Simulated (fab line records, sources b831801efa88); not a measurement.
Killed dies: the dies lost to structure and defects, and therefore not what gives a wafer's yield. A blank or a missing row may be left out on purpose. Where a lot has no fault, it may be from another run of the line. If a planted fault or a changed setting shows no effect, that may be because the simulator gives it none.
Which tool is to blame?    flow gf180mcu    6 lots (18 wafers sampled), 1 step of a 602-step route

## WHAT EACH GAUGE READ, for each wafer
GF_M4_CD_MEAS_14 targets a cd of 280 nm.
lot   measured      on        cdNm (nm)
L303  day 24 01:48  cdSem-02  283.0 282.2 281.1
L309  day 26 09:04  cdSem-01  279.8 280.9 279.5
L313  day 27 10:41  cdSem-02  279.8 280.8 280.2
L316  day 28 08:23  cdSem-01  278.5 278.0 277.6
L322  day 30 03:17  cdSem-02  279.7 280.7 281.1
L324  day 30 10:26  cdSem-01  278.6 278.3 279.5

## EACH LOT AND THE TOOL THAT RAN IT (in order: tool; ch and the chambers of the sampled wafers; start)
Before these readings, the record contains no process step.

## THE ANSWER, worked out from the rows above alone
Rule: the usual values come from the lots themselves. The widest of any qualifying gaps counts: lots, ordered by their means at a reading, are off when they make up no more than a third of the lots, leave a main group of 4 or more, and stand apart from it by 3 or more times the standard deviation of that group's means. If all means in a main group match to the digits the tables above print for the reading, that group is not used. A lot without any number at a reading at which 4 lots or more have one is off too. The other lots that the step has rows for count as sound.
None of the lots is off at any reading shown; this tells nothing.

## WHAT THE SIMULATOR HAD INSERTED
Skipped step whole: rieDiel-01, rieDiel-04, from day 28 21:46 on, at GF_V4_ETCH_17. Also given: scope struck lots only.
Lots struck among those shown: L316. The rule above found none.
